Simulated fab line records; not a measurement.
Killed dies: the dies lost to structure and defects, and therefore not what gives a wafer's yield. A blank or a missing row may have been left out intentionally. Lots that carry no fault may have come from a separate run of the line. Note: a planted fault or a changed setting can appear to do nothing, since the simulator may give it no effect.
fab line records | flow sky130
record: lots: 10 wafers: 29 lastDay: 50
route steps=708 shown VIA2@519 METAL3@566 VIA3@596 PAD_OPEN@708
lots that met no fault: taken from a fault-free run of the same line
startH: the number of hours between the record's first day and the start of the first shown wafer of the lot | waitH: hours from the lot's prior step to this one | " unchanged from the row above | L1.1+2: a row that stands for several wafers | - value missing, or start not given | * or withheld: withheld | < > ~ a bound
route shown NAME@n: a module of which the file shows steps, and the number in the route of the first | usual: the fault-free wafers' mean and standard deviation | same: alike in all rows | chamber/n: place in a boat | sites: per-site readings | _std_site: their standard deviation | _edge_site: inner sites' mean taken away from outer sites' mean | radiusMm: how far each site lies from the wafer's centre | mask NAME#n: copy n | behind: the most recent tool/chamber to have shaped the wafer | hold: the reason the lot was held/the length of the hold in hours/how it ended | device: transistor that didn't switch, given as n, p or np | end of line: tests run on the same wafers once the route is complete | a step with no rows: only its recipe | killed: at the first sort, the dies lost to defects and structure; wafer yield is something else | map: a wafer's dies, x killed, . not, _ none there
set.NAME: the setting as run; set.NAME@STEP: as run at that earlier step | model.NAME: the simulator's own value behind a step, which no gauge read
one table for each step of the route and one row for each wafer, over a sample of lots
services: the hour from which a tool's chamber was out of use, counted from the record's first day as startH (under 0 if before that day), plus the number of hours and why
== steps ==
step: SKY_VIA2_CD_MEAS_12
recipe: targetCdNm: 200
usual: cdNm: 200.4/1.2
columns lot.wafer tool chamber startH waitH cdNm
L607.1 cdSem-01 - 845.58 - 200.9
L607.5 " - " " 200.8
L607.6 " - " " 202.0
L608.2 cdSem-01 - 853.05 - 200.0
L608.3 " - " " 200.0
L608.4 " - " " 200.5
L609.3 cdSem-02 - 864.45 - 199.7
L609.4 " - " " 200.7
L609.6 " - " " 200.3
L611.1 cdSem-01 - 882.44 - 199.0
L611.3 " - " " 197.9
L611.6 " - " " 198.2
L617.1 cdSem-02 - 920.13 - 200.4
L617.5 " - " " 201.0
L623.3 cdSem-01 - 964.00 - 200.0
L623.4 " - " " 200.0
L623.5 " - " " 200.9
L626.2 cdSem-01 - 985.96 - 199.2
L626.4 " - " " 199.8
L626.6 " - " " 199.4
L628.1 cdSem-01 - 987.84 - 199.7
L628.3 " - " " 199.7
L628.4 " - " " 200.0
L629.1 cdSem-01 - 995.33 - 200.7
L629.3 " - " " 199.8
L629.5 " - " " 199.3
L630.1 cdSem-01 - 1000.11 - 201.2
L630.2 " - " " 200.3
L630.6 " - " " 200.0
step: SKY_VIA2_OVL_MEAS_13
usual: VIA2_OVL: -3/5.9
columns lot.wafer tool chamber startH waitH VIA2_OVL[nm]
L607.1 overlay-01 - 845.70 0.1 -9
L607.5 " - " " -16
L607.6 " - " " -7
L608.2 overlay-01 - 853.15 0.1 8
L608.3 " - " " 3
L608.4 " - " " 3
L609.3 overlay-01 - 864.54 0.1 -3
L609.4 " - " " 0
L609.6 " - " " -3
L611.1 overlay-01 - 882.56 0.1 -7
L611.3 " - " " 5
L611.6 " - " " 4
L617.1 overlay-02 - 920.25 0.1 -7
L617.5 " - " " -17
L623.3 overlay-01 - 964.09 0.1 -11
L623.4 " - " " -10
L623.5 " - " " -9
L626.2 overlay-01 - 986.06 0.1 -7
L626.4 " - " " -11
L626.6 " - " " -5
L628.1 overlay-01 - 987.96 0.1 7
L628.3 " - " " 4
L628.4 " - " " 10
L629.1 overlay-01 - 995.45 0.1 -8
L629.3 " - " " -2
L629.5 " - " " 7
L630.1 overlay-02 - 1000.23 0.1 -2
L630.2 " - " " -6
L630.6 " - " " -12
step: SKY_METAL3_ETCH_16
recipe: chemistry: N2/H2 target: BARC ionEnergyEv: 200 biasW: 100 pressureMtorr: 30 n2FlowSccm: 100 h2FlowSccm: 200 icpW: 500 stopOn: SiO2 timeS: 88.2 targetDepthA: 600
usual: drypumpMotorCurrentA: 6.0/0.46 n2FlowSccm: 100.0/0.31 oesProductAu: 0.625/0.0042 runLengthS: 116.3/0.4 throttleValvePct: 13.204/0.0082
columns lot.wafer tool chamber startH waitH drypumpMotorCurrentA n2FlowSccm oesProductAu rfHoursCounterH runLengthS throttleValvePct
L607.1 rieMetal-01 1 900.03 0.0 5.8 99.7 0.624 1 116.3 13.189
L607.5 " 1 " " 5.7 99.7 0.622 - 116.2 13.196
L607.6 " 0 " " 4.9 100.0 0.628 - 116.8 13.198
L608.2 rieMetal-03 1 906.28 0.0 6.2 100.1 0.626 10 116.1 13.202
L608.3 " 0 " " 5.7 100.5 0.620 - 116.7 13.198
L608.4 " 1 " " 6.2 100.0 0.626 - 116.2 13.210
L609.3 rieMetal-04 0 917.40 0.0 6.5 100.0 0.625 - 116.6 13.209
L609.4 " 1 " " 6.0 99.6 0.620 - 116.5 13.202
L609.6 " 0 " " 6.5 99.7 0.625 - 116.8 13.197
L611.1 rieMetal-04 1 934.74 0.0 6.0 99.7 0.631 10 115.9 13.200
L611.3 " 0 " " 6.5 99.5 0.629 - 116.7 13.204
L611.6 " 0 " " 6.5 99.7 0.621 - 116.2 13.206
L617.1 rieMetal-04 0 970.88 0.0 6.5 99.7 0.604 4 124.3 13.200
L617.5 " 0 " " 6.5 100.0 0.623 - 116.2 13.208
L623.3 rieMetal-03 0 1012.88 0.0 5.7 100.2 0.624 - 117.0 13.214
L623.4 " 1 " " 6.2 99.5 0.619 - 116.1 13.221
L623.5 " 1 " " 6.2 100.2 0.625 - 116.1 13.196
L626.2 rieMetal-01 1 1034.69 0.0 5.7 100.5 0.627 9 116.2 13.204
L626.4 " 0 " " 4.9 100.4 0.636 - 116.9 13.200
L626.6 " 0 " " 5.0 100.4 0.621 - 116.9 13.203
L628.1 rieMetal-01 0 1037.12 0.0 5.0 99.5 0.623 16 117.3 13.207
L628.3 " 1 " " 5.7 100.1 0.629 - 115.8 13.198
L628.4 " 0 " " 5.0 99.4 0.624 - 117.1 13.207
L629.1 rieMetal-04 1 1044.18 0.0 6.0 100.1 0.626 15 116.0 13.203
L629.3 " 0 " " 6.5 99.8 0.621 - 116.3 13.205
L629.5 " 1 " " 6.0 100.3 0.626 - 116.0 13.213
L630.1 rieMetal-04 1 1048.27 0.0 6.0 100.5 0.632 15 116.3 13.195
L630.2 " 0 " " 6.5 99.7 0.626 8 116.3 13.204
L630.6 " 1 " " 6.0 100.3 0.632 - 115.9 13.218
step: SKY_VIA3_THK_MEAS_23
recipe: thkMeasGauge: xrf reads: W_of_VIA3_CVD_21
usual: VIA3_W_THK: 397/6.9
columns lot.wafer tool chamber startH waitH VIA3_W_THK[nm]
L607.1 filmMetro-04 - 927.80 0.1 402
L607.5 " - " " 411
L607.6 " - " " 403
L608.2 filmMetro-03 - 933.43 0.1 392
L608.3 " - " " 395
L608.4 " - " " 391
L609.3 filmMetro-02 - 944.95 0.1 394
L609.4 " - " " 392
L609.6 " - " " 392
L611.1 filmMetro-04 - 961.84 0.1 417
L611.3 " - " " 407
L611.6 " - " " 403
L617.1 filmMetro-04 - 996.91 0.1 398
L617.5 " - " " 401
L623.3 filmMetro-02 - 1038.94 0.1 391
L623.4 " - " " 392
L623.5 " - " " 392
L626.2 filmMetro-03 - 1058.87 0.1 391
L626.4 " - " " 389
L626.6 " - " " 391
L628.1 filmMetro-02 - 1061.00 0.1 389
L628.3 " - " " 388
L628.4 " - " " 383
L629.1 filmMetro-02 - 1068.16 0.1 392
L629.3 " - " " 399
L629.5 " - " " 400
L630.1 filmMetro-03 - 1071.75 0.1 385
L630.2 " - " " 388
L630.6 " - " " 390
step: SKY_PAD_OPEN_PROBE_99
usual: defectLimitedYield: 82.4/1.9 killed_at_M0_to_M3: 43/7.5 killed_at_M4_up: 3.3/1.9 killedAtContacts: 24/4.6 killedAtFrontEnd: 16/4.9 killedAtOther: 0.2/0.46 killedDies: 87/9.1 killedOnRim: 17/3.6 killedOpen: 47/7.4 killedShort: 39/6.6 sort_bin_3_pad_short: 0.9/0.43 sort_bin_5_function: 10.3/1.4 sort_bin_6_memory: 6.4/1.1 sortNPass: 405/9.1 sortYieldPct: 82.4/1.9
same: grossDies: 492 killedAtBackSide: 0 sort_bin_4_leakage[%]: 0 sort_bin_8_speed[%]: 0
columns lot.wafer tool chamber startH waitH defectLimitedYield[%] killed_at_M0_to_M3 killed_at_M4_up killedAtContacts killedAtFrontEnd killedAtOther killedDies killedOnRim killedOpen killedShort sort_bin_3_pad_short[%] sort_bin_5_function[%] sort_bin_6_memory[%] sortNPass sortYieldPct[%]
L607.1 prober-01 - 1074.10 0.1 85.8 33 9 20 8 0 70 11 36 34 0.6 8.9 4.7 422 85.8
L607.5 prober-01 - 1074.30 0.2 84.3 34 5 25 13 0 77 16 46 31 0.6 7.9 7.1 415 84.3
L607.6 prober-01 - 1074.35 0.2 82.7 46 6 23 9 1 85 20 42 43 1.2 8.7 7.3 407 82.7
L608.2 prober-02 - 1078.98 0.1 83.1 44 0 25 14 0 83 16 44 39 0.8 10.4 5.7 409 83.1
L608.3 prober-02 - 1079.03 0.2 84.3 36 5 20 16 0 77 20 47 30 0.4 9.8 5.5 415 84.3
L608.4 prober-02 - 1079.08 0.2 82.9 42 0 25 17 0 84 18 48 36 1.0 8.7 7.3 408 82.9
L609.3 prober-01 - 1088.35 0.2 80.7 44 4 36 11 0 95 22 46 45 0.8 11.2 7.3 397 80.7
L609.4 prober-01 - 1088.40 0.2 79.7 49 7 26 18 0 100 20 51 48 0.8 14.2 5.3 392 79.7
L609.6 prober-01 - 1088.50 0.2 80.5 50 5 31 10 0 96 19 54 40 1.2 11.6 6.7 396 80.5
L611.1 prober-01 - 1103.80 0.1 81.7 42 3 26 18 1 90 18 49 39 0.8 12.8 4.7 402 81.7
L611.3 prober-01 - 1103.90 0.2 81.5 43 0 28 20 0 91 26 53 38 1.0 10.0 7.5 401 81.5
L611.6 prober-01 - 1104.05 0.2 82.1 48 2 27 11 0 88 18 38 49 1.0 9.3 7.5 404 82.1
L617.1 prober-02 - 1132.51 0.1 82.3 46 2 24 15 0 87 19 52 34 0.8 10.2 6.7 405 82.3
L617.5 prober-02 - 1132.71 0.2 80.3 53 3 26 14 1 97 13 47 50 1.0 11.8 6.9 395 80.3
L623.3 prober-02 - 1164.76 0.2 79.1 57 1 27 18 0 103 18 64 39 0.4 12.2 8.3 389 79.1
L623.4 prober-02 - 1164.81 0.2 80.9 50 0 31 13 0 94 21 50 44 1.2 11.6 6.3 398 80.9
L623.5 prober-02 - 1164.86 0.2 80.1 53 2 26 17 0 98 19 51 46 1.2 12.6 6.1 394 80.1
L626.2 prober-01 - 1181.35 0.1 85.8 37 2 20 10 1 70 14 45 25 0.4 8.9 4.9 422 85.8
L626.4 prober-01 - 1181.45 0.2 84.3 40 0 28 9 0 77 19 47 30 0.4 10.6 4.7 415 84.3
L626.6 prober-01 - 1181.55 0.2 82.9 40 1 30 13 0 84 18 44 40 0.4 9.8 6.9 408 82.9
L628.1 prober-02 - 1182.23 0.1 80.9 49 3 25 17 0 94 15 52 41 1.0 11.4 6.7 398 80.9
L628.3 prober-02 - 1182.33 0.2 81.5 42 3 22 24 0 91 17 40 50 1.0 11.2 6.3 401 81.5
L628.4 prober-02 - 1182.38 0.2 83.3 36 4 21 21 0 82 17 46 35 1.6 8.1 6.9 410 83.3
L629.1 prober-02 - 1189.38 0.1 81.7 52 3 20 14 1 90 21 48 42 1.4 11.0 5.9 402 81.7
L629.3 prober-02 - 1189.48 0.2 81.7 44 1 28 17 0 90 12 49 41 0.4 10.8 7.1 402 81.7
L629.5 prober-02 - 1189.58 0.2 81.1 47 3 24 19 0 93 28 50 43 1.2 10.6 7.1 399 81.1
L630.1 prober-01 - 1190.30 0.1 84.3 30 5 21 21 0 77 18 38 39 0.4 11.0 4.3 415 84.3
L630.2 prober-01 - 1190.35 0.1 83.7 37 4 25 13 1 80 18 49 31 0 11.0 5.3 412 83.7
L630.6 prober-01 - 1190.55 0.2 82.9 42 6 16 19 1 84 12 46 38 0.6 9.8 6.7 408 82.9
killed by level:class
L607.1 METAL4:geometricParticle:short=7 VIA1:geometricParticle:open=6 VIA2:geometricParticle:open=6 LI_CONTACT:geometricParticle:open=5 LOCAL_INTERCONNECT:geometricParticle:short=5 CONTACT:geometricParticle:open=5 CONTACT:geometricParticle:short=4 METAL1:geometricParticle:short=4
L607.5 CONTACT:geometricParticle:open=9 VIA1:geometricParticle:open=8 METAL1:geometricParticle:short=6 VIA3:geometricParticle:open=6 LI_CONTACT:geometricParticle:open=5 LOCAL_INTERCONNECT:geometricParticle:short=5 VIA1:geometricParticle:short=5 POLY_GATE:geometricParticle:open=4
L607.6 VIA1:geometricParticle:open=10 METAL2:geometricParticle:short=8 CONTACT:geometricParticle:open=7 VIA3:geometricParticle:open=7 LI_CONTACT:geometricParticle:open=5 LOCAL_INTERCONNECT:geometricParticle:short=5 CONTACT:geometricParticle:short=5 METAL1:geometricParticle:short=5
L608.2 LI_CONTACT:geometricParticle:open=11 VIA1:geometricParticle:open=9 METAL2:geometricParticle:short=8 CONTACT:geometricParticle:open=6 POLY_GATE:geometricParticle:short=5 METAL3:geometricParticle:short=5 FIELD_ISO:geometricParticle:short=4 CONTACT:geometricParticle:short=4
L608.3 LI_CONTACT:geometricParticle:open=8 VIA3:geometricParticle:open=8 VIA1:geometricParticle:open=7 METAL1:geometricParticle:short=7 CONTACT:geometricParticle:open=6 FIELD_ISO:geometricParticle:open=5 POLY_GATE:geometricParticle:open=5 FIELD_ISO:geometricParticle:short=4
L608.4 VIA1:geometricParticle:open=12 CONTACT:geometricParticle:open=10 VIA2:geometricParticle:open=8 LI_CONTACT:geometricParticle:open=7 METAL2:geometricParticle:short=7 METAL1:geometricParticle:short=5 FIELD_ISO:geometricParticle:short=5 POLY_GATE:geometricParticle:open=5
L609.3 CONTACT:geometricParticle:open=14 LI_CONTACT:geometricParticle:open=10 VIA1:geometricParticle:open=10 METAL2:geometricParticle:short=9 CONTACT:geometricParticle:short=6 VIA1:geometricParticle:short=6 METAL1:geometricParticle:short=5 LOCAL_INTERCONNECT:geometricParticle:short=4
L609.4 VIA1:geometricParticle:open=15 CONTACT:geometricParticle:open=12 FIELD_ISO:geometricParticle:short=7 VIA2:geometricParticle:open=7 CONTACT:geometricParticle:short=6 METAL1:geometricParticle:short=6 VIA3:geometricParticle:open=5 VIA1:geometricParticle:short=5
L609.6 VIA1:geometricParticle:open=16 CONTACT:geometricParticle:short=11 CONTACT:geometricParticle:open=8 VIA2:geometricParticle:open=7 VIA3:geometricParticle:open=7 LI_CONTACT:geometricParticle:open=6 METAL2:geometricParticle:short=6 METAL4:geometricParticle:short=5
L611.1 CONTACT:geometricParticle:open=9 LI_CONTACT:geometricParticle:open=8 METAL1:geometricParticle:short=7 VIA3:geometricParticle:open=7 VIA1:geometricParticle:open=6 FIELD_ISO:geometricParticle:short=5 LI_CONTACT:geometricParticle:short=5 VIA2:geometricParticle:open=5
L611.3 CONTACT:geometricParticle:open=11 VIA3:geometricParticle:open=9 VIA1:geometricParticle:open=8 FIELD_ISO:geometricParticle:short=6 LOCAL_INTERCONNECT:geometricParticle:short=5 LI_CONTACT:geometricParticle:open=5 METAL2:geometricParticle:short=5 FIELD_ISO:geometricParticle:open=4
L611.6 VIA1:geometricParticle:short=10 VIA1:geometricParticle:open=8 CONTACT:geometricParticle:open=7 CONTACT:geometricParticle:short=7 METAL1:geometricParticle:short=6 METAL2:geometricParticle:short=5 VIA3:geometricParticle:short=4 LI_CONTACT:geometricParticle:short=4
L617.1 CONTACT:geometricParticle:open=12 VIA1:geometricParticle:open=10 VIA3:geometricParticle:open=8 VIA3:geometricParticle:short=6 FIELD_ISO:geometricParticle:open=5 VIA2:geometricParticle:open=5 LOCAL_INTERCONNECT:geometricParticle:short=4 METAL1:geometricParticle:short=4
L617.5 METAL1:geometricParticle:short=11 VIA3:geometricParticle:open=11 VIA1:geometricParticle:open=8 CONTACT:geometricParticle:open=7 LI_CONTACT:geometricParticle:open=7 LOCAL_INTERCONNECT:geometricParticle:short=6 VIA1:geometricParticle:short=6 FIELD_ISO:geometricParticle:open=4
L623.3 VIA1:geometricParticle:open=16 VIA3:geometricParticle:open=11 CONTACT:geometricParticle:open=9 LI_CONTACT:geometricParticle:open=8 METAL2:geometricParticle:short=6 FIELD_ISO:geometricParticle:open=5 CONTACT:geometricParticle:short=5 VIA1:geometricParticle:short=5
L623.4 CONTACT:geometricParticle:open=11 VIA1:geometricParticle:open=10 POLY_GATE:geometricParticle:short=7 LI_CONTACT:geometricParticle:open=7 VIA2:geometricParticle:open=7 METAL2:geometricParticle:short=6 VIA3:geometricParticle:short=6 LI_CONTACT:geometricParticle:short=5
L623.5 CONTACT:geometricParticle:open=11 VIA3:geometricParticle:open=10 VIA1:geometricParticle:open=9 METAL2:geometricParticle:short=7 VIA1:geometricParticle:short=6 CONTACT:geometricParticle:short=6 VIA2:geometricParticle:short=6 VIA2:geometricParticle:open=6
L626.2 VIA2:geometricParticle:open=10 CONTACT:geometricParticle:open=7 VIA1:geometricParticle:open=7 VIA3:geometricParticle:open=5 POLY_GATE:geometricParticle:open=4 CONTACT:geometricParticle:short=4 METAL2:geometricParticle:open=4 METAL2:geometricParticle:short=4
L626.4 CONTACT:geometricParticle:open=11 LI_CONTACT:geometricParticle:open=9 VIA1:geometricParticle:open=8 VIA3:geometricParticle:open=6 METAL2:geometricParticle:short=6 VIA2:geometricParticle:open=6 CONTACT:geometricParticle:short=5 VIA1:geometricParticle:short=5
L626.6 CONTACT:geometricParticle:open=13 VIA3:geometricParticle:open=9 METAL2:geometricParticle:short=9 CONTACT:geometricParticle:short=7 VIA1:geometricParticle:open=6 FIELD_ISO:geometricParticle:open=5 FIELD_ISO:geometricParticle:short=4 LI_CONTACT:geometricParticle:short=4
L628.1 VIA1:geometricParticle:open=11 VIA3:geometricParticle:open=10 LI_CONTACT:geometricParticle:open=8 CONTACT:geometricParticle:open=6 VIA2:geometricParticle:open=6 METAL2:geometricParticle:short=5 METAL1:geometricParticle:short=5 POLY_GATE:geometricParticle:short=4
L628.3 FIELD_ISO:geometricParticle:short=12 VIA1:geometricParticle:short=8 VIA1:geometricParticle:open=8 LI_CONTACT:geometricParticle:open=7 LI_CONTACT:geometricParticle:short=6 METAL1:geometricParticle:short=6 METAL2:geometricParticle:short=6 FIELD_ISO:geometricParticle:open=5
L628.4 VIA1:geometricParticle:open=11 CONTACT:geometricParticle:open=8 LI_CONTACT:geometricParticle:open=7 POLY_GATE:geometricParticle:open=6 METAL1:geometricParticle:short=5 METAL2:geometricParticle:short=5 FIELD_ISO:geometricParticle:open=4 FIELD_ISO:geometricParticle:short=4
L629.1 VIA1:geometricParticle:open=14 LI_CONTACT:geometricParticle:open=8 METAL1:geometricParticle:short=8 CONTACT:geometricParticle:open=6 VIA1:geometricParticle:short=6 VIA2:geometricParticle:open=5 METAL2:geometricParticle:short=5 VIA3:geometricParticle:short=5
L629.3 VIA1:geometricParticle:open=12 LI_CONTACT:geometricParticle:open=7 METAL1:geometricParticle:short=7 LI_CONTACT:geometricParticle:short=6 CONTACT:geometricParticle:open=6 METAL2:geometricParticle:short=6 FIELD_ISO:geometricParticle:open=5 CONTACT:geometricParticle:short=5
L629.5 VIA1:geometricParticle:open=11 LI_CONTACT:geometricParticle:open=8 VIA1:geometricParticle:short=7 VIA3:geometricParticle:open=7 FIELD_ISO:geometricParticle:open=6 CONTACT:geometricParticle:open=6 POLY_GATE:geometricParticle:short=5 METAL2:geometricParticle:short=5
L630.1 FIELD_ISO:geometricParticle:open=8 CONTACT:geometricParticle:open=8 VIA1:geometricParticle:open=7 METAL2:geometricParticle:short=7 METAL1:geometricParticle:short=5 POLY_GATE:geometricParticle:open=4 LI_CONTACT:geometricParticle:open=4 LOCAL_INTERCONNECT:geometricParticle:short=4
L630.2 VIA2:geometricParticle:open=10 LI_CONTACT:geometricParticle:open=9 CONTACT:geometricParticle:open=8 VIA1:geometricParticle:open=7 METAL1:geometricParticle:short=5 FIELD_ISO:geometricParticle:short=4 LOCAL_INTERCONNECT:geometricParticle:short=4 METAL2:geometricParticle:short=4
L630.6 VIA2:geometricParticle:open=12 VIA2:geometricParticle:short=7 FIELD_ISO:geometricParticle:open=6 VIA3:geometricParticle:open=6 FIELD_ISO:geometricParticle:short=5 LI_CONTACT:geometricParticle:open=5 VIA1:geometricParticle:open=5 CONTACT:geometricParticle:open=4
== services ==
columns tool chamber startH hours kind
rieMetal-01 0 877.50 3.4 repair
rieMetal-01 - 883.99 6.0 repair
rieMetal-04 0 893.01 4.3 repair
rieMetal-04 - 928.31 0.4 repair
rieMetal-04 1 953.63 8.5 repair
rieMetal-04 - 1006.17 2.8 pm
rieMetal-03 - 1038.52 28.1 pm
== key ==
firstSign: step: SKY_METAL3_ETCH_16 reading: runLengthS direction: up sigmas: 20 usual: * struck: *
effect: step: SKY_METAL3_ETCH_16 reading: oesProductAu direction: down sigmas: 5.1 usual: 0.625 struck: 0.604
metAt SKY_METAL3_ETCH_16
struckLots L617
struckWafers L617.1
notActingAt SKY_VIA2_CD_MEAS_12,SKY_VIA2_OVL_MEAS_13,SKY_VIA3_THK_MEAS_23
onsetBetween 934.74 970.88
fault: kind: processParameterDrift tool: rieMetal-04 chamber: - onsetH: 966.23 steps: SKY_METAL3_ETCH_16 channel: timeS offset: * shape: step endH: 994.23 scope: struckWafersOnly actsIn: * stated: *
